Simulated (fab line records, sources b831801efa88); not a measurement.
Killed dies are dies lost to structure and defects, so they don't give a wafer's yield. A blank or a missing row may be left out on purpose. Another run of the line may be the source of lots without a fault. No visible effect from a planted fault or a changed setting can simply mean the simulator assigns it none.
fab line records :: flow gf180mcu
[record]
  lots = 7
  wafers = 21
  last-day = 34
route steps=602 shown VT_IMPLANT@115
lots untouched by any fault: they come from a run of this same line in which no faults occurred
start-h: hours from the record's opening day to when the first of the lot's shown wafers began :: wait-h: time in hours since the lot's previous step :: " same as the row above :: L1.1+2: several wafers, shown together as one row :: - no value, or no start given :: * or withheld: withheld :: < > ~ a bound
route shown NAME@n: names a module that has steps shown in the file, with the first one's number in the route :: usual: average and standard deviation across the fault-free wafers :: same: alike in all rows :: chamber/n: place in a boat :: sites: per-site readings :: _std_site: their standard deviation :: _edge_site: outer sites' mean less inner sites' :: radius-mm: for every site, how far away it sits from the centre of the wafer :: mask NAME#n: copy n :: behind: tool/chamber where the wafer was last shaped :: hold: what put the lot on hold/how long, in hours/how the hold closed :: device: names the non-switching transistor (n, p or np) :: end of line: the tests these same wafers got at the end of their route :: a step with no rows: only its recipe :: killed: the dies lost at the first sort to structure and to defects; this is not the yield of the wafer :: map: the dies of a wafer, with x for killed, . for not killed, _ for no die there
set.NAME: the setting that was run; set.NAME@STEP: the one run at that earlier step :: model.NAME: the simulator's own value behind a step, which no gauge read
a table for each step, a row for each wafer; lots at some steps of the route
services: when a tool's chamber went out of use (start-h, in hours from the record's first day, below 0 if earlier), for how many hours, and the reason
[[steps]]
[step GF_VT_IMPLANT_SOFTBAKE_25]
[recipe]
  temp-c = 90
  time-s = 60
  resist = NOVOLAK
[step GF_VT_IMPLANT_EXPOSE_26]
[recipe]
  mask-id = LVPWELL_HV_AREA
  target-cd-nm = 860
  na = 0.6
  source-shape = conventional
  sigma-outer = 0.6
  dose-mj = 140
[step GF_VT_IMPLANT_PEB_27]
[recipe]
  temp-c = withheld
  time-s = *
  resist = NOVOLAK
[step GF_VT_IMPLANT_DEVELOP_28]
[recipe]
  develop-time-s = 60
  dev-temp-c = 23
[step GF_VT_IMPLANT_OVL_MEAS_29]
[usual]
  VT_IMPLANT_02_OVL = -0.2/1.4
lot.wafer: L306.2
tool: overlay-01
chamber: -
start-h: 146.31
wait-h: 0.1
VT_IMPLANT_02_OVL[nm]: 1.9

lot.wafer: L306.3
tool: overlay-01
chamber: -
start-h: 146.31
wait-h: 0.1
VT_IMPLANT_02_OVL[nm]: 0.3

lot.wafer: L306.4
tool: overlay-01
chamber: -
start-h: 146.31
wait-h: 0.1
VT_IMPLANT_02_OVL[nm]: -1.4

lot.wafer: L310.4
tool: overlay-01
chamber: -
start-h: 173.04
wait-h: 0.1
VT_IMPLANT_02_OVL[nm]: 1.2

lot.wafer: L310.5
tool: overlay-01
chamber: -
start-h: 173.04
wait-h: 0.1
VT_IMPLANT_02_OVL[nm]: 0.7

lot.wafer: L310.6
tool: overlay-01
chamber: -
start-h: 173.04
wait-h: 0.1
VT_IMPLANT_02_OVL[nm]: 1.2

lot.wafer: L314.2
tool: overlay-02
chamber: -
start-h: 194.27
wait-h: 0.1
VT_IMPLANT_02_OVL[nm]: -1.1

lot.wafer: L314.4
tool: overlay-02
chamber: -
start-h: 194.27
wait-h: 0.1
VT_IMPLANT_02_OVL[nm]: 1.8

lot.wafer: L314.6
tool: overlay-02
chamber: -
start-h: 194.27
wait-h: 0.1
VT_IMPLANT_02_OVL[nm]: 0.0

lot.wafer: L315.2
tool: overlay-01
chamber: -
start-h: 206.17
wait-h: 0.1
VT_IMPLANT_02_OVL[nm]: 1.2

lot.wafer: L315.4
tool: overlay-01
chamber: -
start-h: 206.17
wait-h: 0.1
VT_IMPLANT_02_OVL[nm]: 1.4

lot.wafer: L315.6
tool: overlay-01
chamber: -
start-h: 206.17
wait-h: 0.1
VT_IMPLANT_02_OVL[nm]: 2.0

lot.wafer: L316.1
tool: overlay-01
chamber: -
start-h: 209.92
wait-h: 0.1
VT_IMPLANT_02_OVL[nm]: -1.1

lot.wafer: L316.3
tool: overlay-01
chamber: -
start-h: 209.92
wait-h: 0.1
VT_IMPLANT_02_OVL[nm]: -4.1

lot.wafer: L316.6
tool: overlay-01
chamber: -
start-h: 209.92
wait-h: 0.1
VT_IMPLANT_02_OVL[nm]: -2.9

lot.wafer: L325.1
tool: overlay-02
chamber: -
start-h: 267.71
wait-h: 0.1
VT_IMPLANT_02_OVL[nm]: 1.7

lot.wafer: L325.2
tool: overlay-02
chamber: -
start-h: 267.71
wait-h: 0.1
VT_IMPLANT_02_OVL[nm]: 1.5

lot.wafer: L325.3
tool: overlay-02
chamber: -
start-h: 267.71
wait-h: 0.1
VT_IMPLANT_02_OVL[nm]: 2.2

lot.wafer: L327.1
tool: overlay-01
chamber: -
start-h: 280.47
wait-h: 0.1
VT_IMPLANT_02_OVL[nm]: -0.1

lot.wafer: L327.5
tool: overlay-01
chamber: -
start-h: 280.47
wait-h: 0.1
VT_IMPLANT_02_OVL[nm]: 0.9

lot.wafer: L327.6
tool: overlay-01
chamber: -
start-h: 280.47
wait-h: 0.1
VT_IMPLANT_02_OVL[nm]: 0.7
[step GF_VT_IMPLANT_IMPLANT_30]
[recipe]
  species = B
  energy-kev = 25
  dose-cm2 = 2.534e+12
  tilt-deg = 7
[step GF_VT_IMPLANT_STRIP_31]
[recipe]
  chemistry = O2/N2
  power-w = 1400
  pressure-mtorr = 1500
  platen-temp-c = 250
  o2-flow-sccm = 3000
  n2-flow-sccm = 300
  overash-fraction = 0.5
[usual]
  drypump-motor-current-A = 5.9/0.36
  heater-power-w = 318/27
  n2-flow-sccm = 300.0/0.81
  oes-product-au = 0.716/0.0043
  strip-time-to-endpoint-s = 12.64/0.037
lot.wafer: L306.2
tool: plasma-asher-02
chamber: 0
start-h: 146.49
wait-h: 0.1
drypump-motor-current-A: 6.3
heater-power-w: 301
n2-flow-sccm: 300.7
oes-product-au: 0.721
rf-hours-counter-h: 50
strip-time-to-endpoint-s: 12.62

lot.wafer: L306.3
tool: plasma-asher-02
chamber: 1
start-h: 146.49
wait-h: 0.1
drypump-motor-current-A: 6.3
heater-power-w: 292
n2-flow-sccm: 299.9
oes-product-au: 0.715
rf-hours-counter-h: -
strip-time-to-endpoint-s: 12.63

lot.wafer: L306.4
tool: plasma-asher-02
chamber: 0
start-h: 146.49
wait-h: 0.1
drypump-motor-current-A: 6.3
heater-power-w: 301
n2-flow-sccm: 301.4
oes-product-au: 0.711
rf-hours-counter-h: -
strip-time-to-endpoint-s: 12.65

lot.wafer: L310.4
tool: plasma-asher-02
chamber: 1
start-h: 173.24
wait-h: 0.1
drypump-motor-current-A: 6.2
heater-power-w: 290
n2-flow-sccm: 300.0
oes-product-au: 0.716
rf-hours-counter-h: -
strip-time-to-endpoint-s: 12.61

lot.wafer: L310.5
tool: plasma-asher-02
chamber: 1
start-h: 173.24
wait-h: 0.1
drypump-motor-current-A: 6.3
heater-power-w: 287
n2-flow-sccm: 300.3
oes-product-au: 0.711
rf-hours-counter-h: -
strip-time-to-endpoint-s: 12.62

lot.wafer: L310.6
tool: plasma-asher-02
chamber: 0
start-h: 173.24
wait-h: 0.1
drypump-motor-current-A: 6.3
heater-power-w: 304
n2-flow-sccm: 300.0
oes-product-au: 0.717
rf-hours-counter-h: -
strip-time-to-endpoint-s: 12.68

lot.wafer: L314.2
tool: plasma-asher-03
chamber: 0
start-h: 194.45
wait-h: 0.1
drypump-motor-current-A: 5.8
heater-power-w: 336
n2-flow-sccm: 301.4
oes-product-au: 0.710
rf-hours-counter-h: 8
strip-time-to-endpoint-s: 12.66

lot.wafer: L314.4
tool: plasma-asher-03
chamber: 1
start-h: 194.45
wait-h: 0.1
drypump-motor-current-A: 5.6
heater-power-w: 352
n2-flow-sccm: 298.7
oes-product-au: 0.712
rf-hours-counter-h: -
strip-time-to-endpoint-s: 12.64

lot.wafer: L314.6
tool: plasma-asher-03
chamber: 0
start-h: 194.45
wait-h: 0.1
drypump-motor-current-A: 5.8
heater-power-w: 330
n2-flow-sccm: 300.4
oes-product-au: 0.714
rf-hours-counter-h: -
strip-time-to-endpoint-s: 12.63

lot.wafer: L315.2
tool: plasma-asher-04
chamber: 1
start-h: 206.35
wait-h: 0.1
drypump-motor-current-A: 5.7
heater-power-w: 358
n2-flow-sccm: 300.1
oes-product-au: 0.718
rf-hours-counter-h: 53
strip-time-to-endpoint-s: 12.65

lot.wafer: L315.4
tool: plasma-asher-04
chamber: 1
start-h: 206.35
wait-h: 0.1
drypump-motor-current-A: 5.7
heater-power-w: 348
n2-flow-sccm: 299.4
oes-product-au: 0.716
rf-hours-counter-h: -
strip-time-to-endpoint-s: 12.67

lot.wafer: L315.6
tool: plasma-asher-04
chamber: 1
start-h: 206.35
wait-h: 0.1
drypump-motor-current-A: 5.7
heater-power-w: 352
n2-flow-sccm: 299.4
oes-product-au: 0.714
rf-hours-counter-h: -
strip-time-to-endpoint-s: 12.65

lot.wafer: L316.1
tool: plasma-asher-02
chamber: 0
start-h: 210.10
wait-h: 0.1
drypump-motor-current-A: 6.3
heater-power-w: 302
n2-flow-sccm: 299.9
oes-product-au: 0.715
rf-hours-counter-h: 56
strip-time-to-endpoint-s: 12.66

lot.wafer: L316.3
tool: plasma-asher-02
chamber: 1
start-h: 210.10
wait-h: 0.1
drypump-motor-current-A: 6.3
heater-power-w: 283
n2-flow-sccm: 299.7
oes-product-au: 0.722
rf-hours-counter-h: -
strip-time-to-endpoint-s: 12.74

lot.wafer: L316.6
tool: plasma-asher-02
chamber: 1
start-h: 210.10
wait-h: 0.1
drypump-motor-current-A: 6.3
heater-power-w: 285
n2-flow-sccm: 299.4
oes-product-au: 0.720
rf-hours-counter-h: -
strip-time-to-endpoint-s: 12.67

lot.wafer: L325.1
tool: plasma-asher-03
chamber: 1
start-h: 267.90
wait-h: 0.1
drypump-motor-current-A: 5.6
heater-power-w: 352
n2-flow-sccm: 299.6
oes-product-au: 0.717
rf-hours-counter-h: 16
strip-time-to-endpoint-s: 12.55

lot.wafer: L325.2
tool: plasma-asher-03
chamber: 0
start-h: 267.90
wait-h: 0.1
drypump-motor-current-A: 5.9
heater-power-w: 332
n2-flow-sccm: 299.7
oes-product-au: 0.713
rf-hours-counter-h: 16
strip-time-to-endpoint-s: 12.59

lot.wafer: L325.3
tool: plasma-asher-03
chamber: 0
start-h: 267.90
wait-h: 0.1
drypump-motor-current-A: 5.9
heater-power-w: 331
n2-flow-sccm: 299.5
oes-product-au: 0.712
rf-hours-counter-h: -
strip-time-to-endpoint-s: 12.59

lot.wafer: L327.1
tool: plasma-asher-02
chamber: 0
start-h: 280.65
wait-h: 0.1
drypump-motor-current-A: 6.3
heater-power-w: 301
n2-flow-sccm: 299.8
oes-product-au: 0.715
rf-hours-counter-h: 63
strip-time-to-endpoint-s: 12.63

lot.wafer: L327.5
tool: plasma-asher-02
chamber: 1
start-h: 280.65
wait-h: 0.1
drypump-motor-current-A: 6.3
heater-power-w: 287
n2-flow-sccm: 299.7
oes-product-au: 0.719
rf-hours-counter-h: -
strip-time-to-endpoint-s: 12.65

lot.wafer: L327.6
tool: plasma-asher-02
chamber: 0
start-h: 280.65
wait-h: 0.1
drypump-motor-current-A: 6.3
heater-power-w: 305
n2-flow-sccm: 299.3
oes-product-au: 0.724
rf-hours-counter-h: -
strip-time-to-endpoint-s: 12.64
[step GF_VT_IMPLANT_TW_MEAS_32]
[usual]
  VT_IMPLANT_3_TW = 269.0/2.5
lot.wafer: L306.2
tool: film-metro-03
chamber: -
start-h: 146.60
wait-h: 0.1
VT_IMPLANT_3_TW: 267.3

lot.wafer: L306.3
tool: film-metro-03
chamber: -
start-h: 146.60
wait-h: 0.1
VT_IMPLANT_3_TW: 268.1

lot.wafer: L306.4
tool: film-metro-03
chamber: -
start-h: 146.60
wait-h: 0.1
VT_IMPLANT_3_TW: 267.1

lot.wafer: L310.4
tool: film-metro-01
chamber: -
start-h: 173.33
wait-h: 0.1
VT_IMPLANT_3_TW: 272.5

lot.wafer: L310.5
tool: film-metro-01
chamber: -
start-h: 173.33
wait-h: 0.1
VT_IMPLANT_3_TW: 272.1

lot.wafer: L310.6
tool: film-metro-01
chamber: -
start-h: 173.33
wait-h: 0.1
VT_IMPLANT_3_TW: 272.0

lot.wafer: L314.2
tool: film-metro-02
chamber: -
start-h: 194.56
wait-h: 0.1
VT_IMPLANT_3_TW: 266.2

lot.wafer: L314.4
tool: film-metro-02
chamber: -
start-h: 194.56
wait-h: 0.1
VT_IMPLANT_3_TW: 264.5

lot.wafer: L314.6
tool: film-metro-02
chamber: -
start-h: 194.56
wait-h: 0.1
VT_IMPLANT_3_TW: 265.7

lot.wafer: L315.2
tool: film-metro-01
chamber: -
start-h: 206.46
wait-h: 0.1
VT_IMPLANT_3_TW: 271.5

lot.wafer: L315.4
tool: film-metro-01
chamber: -
start-h: 206.46
wait-h: 0.1
VT_IMPLANT_3_TW: 272.5

lot.wafer: L315.6
tool: film-metro-01
chamber: -
start-h: 206.46
wait-h: 0.1
VT_IMPLANT_3_TW: 271.6

lot.wafer: L316.1
tool: film-metro-02
chamber: -
start-h: 210.20
wait-h: 0.1
VT_IMPLANT_3_TW: 267.5

lot.wafer: L316.3
tool: film-metro-02
chamber: -
start-h: 210.20
wait-h: 0.1
VT_IMPLANT_3_TW: 265.0

lot.wafer: L316.6
tool: film-metro-02
chamber: -
start-h: 210.20
wait-h: 0.1
VT_IMPLANT_3_TW: 265.3

lot.wafer: L325.1
tool: film-metro-02
chamber: -
start-h: 268.00
wait-h: 0.1
VT_IMPLANT_3_TW: 266.7

lot.wafer: L325.2
tool: film-metro-02
chamber: -
start-h: 268.00
wait-h: 0.1
VT_IMPLANT_3_TW: 266.6

lot.wafer: L325.3
tool: film-metro-02
chamber: -
start-h: 268.00
wait-h: 0.1
VT_IMPLANT_3_TW: 264.8

lot.wafer: L327.1
tool: film-metro-03
chamber: -
start-h: 280.75
wait-h: 0.1
VT_IMPLANT_3_TW: 267.2

lot.wafer: L327.5
tool: film-metro-03
chamber: -
start-h: 280.75
wait-h: 0.1
VT_IMPLANT_3_TW: 267.1

lot.wafer: L327.6
tool: film-metro-03
chamber: -
start-h: 280.75
wait-h: 0.1
VT_IMPLANT_3_TW: 265.2
[step GF_VT_IMPLANT_DEHYDRATE_33]
[recipe]
  temp-c = 200
  time-s = 60
[step GF_VT_IMPLANT_HMDS_34]
[recipe]
  prime-time-s = 60
  prime-temp-c = 120
[step GF_VT_IMPLANT_COAT_35]
[recipe]
  resist = NOVOLAK
  spin-rpm = 3000
  resist-thk-nm = 1000
[step GF_VT_IMPLANT_SOFTBAKE_36]
[recipe]
  temp-c = 90
  time-s = 60
  resist = NOVOLAK
[step GF_VT_IMPLANT_EXPOSE_37]
[recipe]
  mask-id = Nwell_HV_AREA
  target-cd-nm = 860
  na = 0.6
  source-shape = conventional
  sigma-outer = 0.6
  dose-mj = 140
[usual]
  exposure-dose-mJ-cm2 = 140.00/0.12
  focus-offset-nm = 0.2/0.49
lot.wafer: L306.2
tool: iline-stepper-01
chamber: 0
start-h: 154.31
wait-h: -
mask: Nwell_HV_AREA#0
exposure-dose-mJ-cm2: 140.03
focus-offset-nm: 0.7
model.VT_IMPLANT.overlay-x-nm: -1.206
model.VT_IMPLANT.overlay-y-nm: -0.2555

lot.wafer: L306.3
tool: iline-stepper-01
chamber: 0
start-h: 154.31
wait-h: -
mask: Nwell_HV_AREA#0
exposure-dose-mJ-cm2: 140.07
focus-offset-nm: -0.2
model.VT_IMPLANT.overlay-x-nm: -1.206
model.VT_IMPLANT.overlay-y-nm: -0.2555

lot.wafer: L306.4
tool: iline-stepper-01
chamber: 0
start-h: 154.31
wait-h: -
mask: Nwell_HV_AREA#0
exposure-dose-mJ-cm2: 139.91
focus-offset-nm: -0.4
model.VT_IMPLANT.overlay-x-nm: -1.206
model.VT_IMPLANT.overlay-y-nm: -0.2555

lot.wafer: L310.4
tool: iline-stepper-02
chamber: 0
start-h: 181.33
wait-h: -
mask: Nwell_HV_AREA#0
exposure-dose-mJ-cm2: 139.92
focus-offset-nm: -0.3
model.VT_IMPLANT.overlay-x-nm: -0.8572
model.VT_IMPLANT.overlay-y-nm: -0.5211

lot.wafer: L310.5
tool: iline-stepper-02
chamber: 0
start-h: 181.33
wait-h: -
mask: Nwell_HV_AREA#0
exposure-dose-mJ-cm2: 140.14
focus-offset-nm: -0.3
model.VT_IMPLANT.overlay-x-nm: -0.8572
model.VT_IMPLANT.overlay-y-nm: -0.5211

lot.wafer: L310.6
tool: iline-stepper-02
chamber: 0
start-h: 181.33
wait-h: -
mask: Nwell_HV_AREA#0
exposure-dose-mJ-cm2: 139.88
focus-offset-nm: -0.1
model.VT_IMPLANT.overlay-x-nm: -0.8572
model.VT_IMPLANT.overlay-y-nm: -0.5211

lot.wafer: L314.2
tool: iline-stepper-01
chamber: -
start-h: 203.03
wait-h: -
mask: Nwell_HV_AREA#0
exposure-dose-mJ-cm2: -
focus-offset-nm: -
model.VT_IMPLANT.overlay-x-nm: 0.03067
model.VT_IMPLANT.overlay-y-nm: -1.142

lot.wafer: L314.4
tool: iline-stepper-01
chamber: -
start-h: 203.03
wait-h: -
mask: Nwell_HV_AREA#0
exposure-dose-mJ-cm2: -
focus-offset-nm: -
model.VT_IMPLANT.overlay-x-nm: 0.03067
model.VT_IMPLANT.overlay-y-nm: -1.142

lot.wafer: L314.6
tool: iline-stepper-01
chamber: -
start-h: 203.03
wait-h: -
mask: Nwell_HV_AREA#0
exposure-dose-mJ-cm2: -
focus-offset-nm: -
model.VT_IMPLANT.overlay-x-nm: 0.03067
model.VT_IMPLANT.overlay-y-nm: -1.142

lot.wafer: L315.2
tool: iline-stepper-01
chamber: -
start-h: 215.54
wait-h: -
mask: Nwell_HV_AREA#0
exposure-dose-mJ-cm2: -
focus-offset-nm: -
model.VT_IMPLANT.overlay-x-nm: -0.4073
model.VT_IMPLANT.overlay-y-nm: 1.143

lot.wafer: L315.4
tool: iline-stepper-01
chamber: -
start-h: 215.54
wait-h: -
mask: Nwell_HV_AREA#0
exposure-dose-mJ-cm2: -
focus-offset-nm: -
model.VT_IMPLANT.overlay-x-nm: -0.4073
model.VT_IMPLANT.overlay-y-nm: 1.143

lot.wafer: L315.6
tool: iline-stepper-01
chamber: -
start-h: 215.54
wait-h: -
mask: Nwell_HV_AREA#0
exposure-dose-mJ-cm2: -
focus-offset-nm: -
model.VT_IMPLANT.overlay-x-nm: -0.4073
model.VT_IMPLANT.overlay-y-nm: 1.143

lot.wafer: L316.1
tool: iline-stepper-01
chamber: -
start-h: 219.21
wait-h: -
mask: Nwell_HV_AREA#0
exposure-dose-mJ-cm2: -
focus-offset-nm: -
model.VT_IMPLANT.overlay-x-nm: -1.318
model.VT_IMPLANT.overlay-y-nm: -1.139

lot.wafer: L316.3
tool: iline-stepper-01
chamber: -
start-h: 219.21
wait-h: -
mask: Nwell_HV_AREA#0
exposure-dose-mJ-cm2: -
focus-offset-nm: -
model.VT_IMPLANT.overlay-x-nm: -1.318
model.VT_IMPLANT.overlay-y-nm: -1.139

lot.wafer: L316.6
tool: iline-stepper-01
chamber: -
start-h: 219.21
wait-h: -
mask: Nwell_HV_AREA#0
exposure-dose-mJ-cm2: -
focus-offset-nm: -
model.VT_IMPLANT.overlay-x-nm: -1.318
model.VT_IMPLANT.overlay-y-nm: -1.139

lot.wafer: L325.1
tool: iline-stepper-01
chamber: 0
start-h: 277.34
wait-h: -
mask: Nwell_HV_AREA#0
exposure-dose-mJ-cm2: 139.89
focus-offset-nm: 0.4
model.VT_IMPLANT.overlay-x-nm: 0.1764
model.VT_IMPLANT.overlay-y-nm: 0.2741

lot.wafer: L325.2
tool: iline-stepper-01
chamber: 0
start-h: 277.34
wait-h: -
mask: Nwell_HV_AREA#0
exposure-dose-mJ-cm2: 140.10
focus-offset-nm: -0.2
model.VT_IMPLANT.overlay-x-nm: 0.1764
model.VT_IMPLANT.overlay-y-nm: 0.2741

lot.wafer: L325.3
tool: iline-stepper-01
chamber: 0
start-h: 277.34
wait-h: -
mask: Nwell_HV_AREA#0
exposure-dose-mJ-cm2: 139.94
focus-offset-nm: 0.2
model.VT_IMPLANT.overlay-x-nm: 0.1764
model.VT_IMPLANT.overlay-y-nm: 0.2741

lot.wafer: L327.1
tool: iline-stepper-02
chamber: 0
start-h: 290.92
wait-h: -
mask: Nwell_HV_AREA#0
exposure-dose-mJ-cm2: 139.93
focus-offset-nm: 0.3
model.VT_IMPLANT.overlay-x-nm: 0.8464
model.VT_IMPLANT.overlay-y-nm: -0.4838

lot.wafer: L327.5
tool: iline-stepper-02
chamber: 0
start-h: 290.92
wait-h: -
mask: Nwell_HV_AREA#0
exposure-dose-mJ-cm2: 140.06
focus-offset-nm: 0.0
model.VT_IMPLANT.overlay-x-nm: 0.8464
model.VT_IMPLANT.overlay-y-nm: -0.4838

lot.wafer: L327.6
tool: iline-stepper-02
chamber: 0
start-h: 290.92
wait-h: -
mask: Nwell_HV_AREA#0
exposure-dose-mJ-cm2: 139.76
focus-offset-nm: 0.0
model.VT_IMPLANT.overlay-x-nm: 0.8464
model.VT_IMPLANT.overlay-y-nm: -0.4838
[step GF_VT_IMPLANT_PEB_38]
[recipe]
  temp-c = withheld
  time-s = *
  resist = NOVOLAK
[[services]]
tool: iline-stepper-01
chamber: -
start-h: 142.11
hours: 1.7
kind: pm

tool: iline-stepper-01
chamber: 0
start-h: 142.69
hours: -
kind: calibration

tool: iline-stepper-01
chamber: -
start-h: 145.40
hours: 3.7
kind: repair

tool: iline-stepper-01
chamber: -
start-h: 166.01
hours: 2.1
kind: pm

tool: iline-stepper-01
chamber: -
start-h: 168.09
hours: -
kind: consumable-replace:lamp

tool: iline-stepper-02
chamber: -
start-h: 176.67
hours: 3.1
kind: repair

tool: plasma-asher-02
chamber: -
start-h: 239.76
hours: 0.4
kind: repair

tool: plasma-asher-04
chamber: -
start-h: 254.93
hours: 1.7
kind: repair
[[key]]
[first-sign]
  step = GF_VT_IMPLANT_EXPOSE_37
  reading = tool-record
  direction = missing
effect none on later readings
[model-effect]
  step = GF_VT_IMPLANT_EXPOSE_37
  value = VT_IMPLANT.overlay-x-nm
  without = 0.04598
  struck = -0.5648
met-at GF_VT_IMPLANT_EXPOSE_37
struck-wafers L314.2,L314.4,L314.6,L315.2,L315.4,L315.6,L316.1,L316.3,L316.6
later-rows-left-out L314.2,L314.4,L314.6,L315.2,L315.4,L315.6,L316.1,L316.3,L316.6
sort-left-out L314.2,L314.4,L314.6,L315.2,L315.4,L315.6,L316.1,L316.3,L316.6
tester-left-out L314,L315,L316
onset-between 154.31 203.03
[fault]
  kind = skipped-step-whole
  tool = iline-stepper-01
  chamber = -
  onset-h = 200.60
  steps = GF_VT_IMPLANT_EXPOSE_37
  scope = struck-lots-only
// tester-left-out: of these lots the tester's yield and bins aren't shown, on N5 and GAA mostly nor the transistor test; their killed dies are dies lost to structure and defects alone, not to doping, threshold or leakage, so they don't give the yield
// sort-left-out: the simulated sort isn't trusted on such a fault, so these wafers' sort isn't shown, and their yield isn't known
// later-rows-left-out: the simulator's readings of these wafers behind a module that went badly wrong aren't trusted and aren't shown, but for the sort
